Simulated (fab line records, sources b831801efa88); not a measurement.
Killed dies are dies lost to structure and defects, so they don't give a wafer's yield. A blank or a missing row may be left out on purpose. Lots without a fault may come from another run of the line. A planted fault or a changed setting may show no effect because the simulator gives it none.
Chamber matching | flow sky130 | SKY_POLY_CUT_ETCH_11 on rie_diel-04: 4 sister chambers
The step etches Si3N4 in CF4/CH2F2/Ar, stops on poly-Si, time 42.5 s, target depth 60 nm. 4 wafers are shown with their chamber, then 6 later ones without.

WAFERS WITH THEIR CHAMBER
wafer  | chamber | drypump_motor_current_A (A)
L460.1 | 3       | 5.29
L467.5 | 2       | 5.36
L469.3 | 0       | 5.25
L469.5 | 1       | 5.13

WAFERS WITHOUT THEIR CHAMBER
wafer  | drypump_motor_current_A (A)
L469.6 | 5.36
L477.1 | 5.23
L477.2 | 5.26
L477.4 | 5.12
L480.4 | 5.12
L480.5 | 5.23

WHICH CHAMBER EACH WENT THROUGH
wafer  | from the rows above     | in truth
L469.6 | 2                       | 2
L477.1 | 0                       | 0
L477.2 | can't be placed: 0 or 3 | 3
L477.4 | 1                       | 1
L480.4 | 1                       | 1
L480.5 | 0                       | 0
Placed correctly: 5 of 6. Can't be placed from these rows: 1 (the true chamber is among the candidates in 1). Placed wrongly: 0.
How it was worked out, from the rows above alone: a wafer's distance from a chamber is the root of the sum, over the readings, of the square of ((its reading less the chamber's mean) divided by the reading's scatter). The wafer belongs to the nearest chamber; if the next one is less than 2 further off, it can't be placed. A chamber's mean is the mean of its shown wafers. The scatter: with one shown wafer a chamber, the root of the mean of the squares of how far each hidden wafer lies from its nearest shown one.
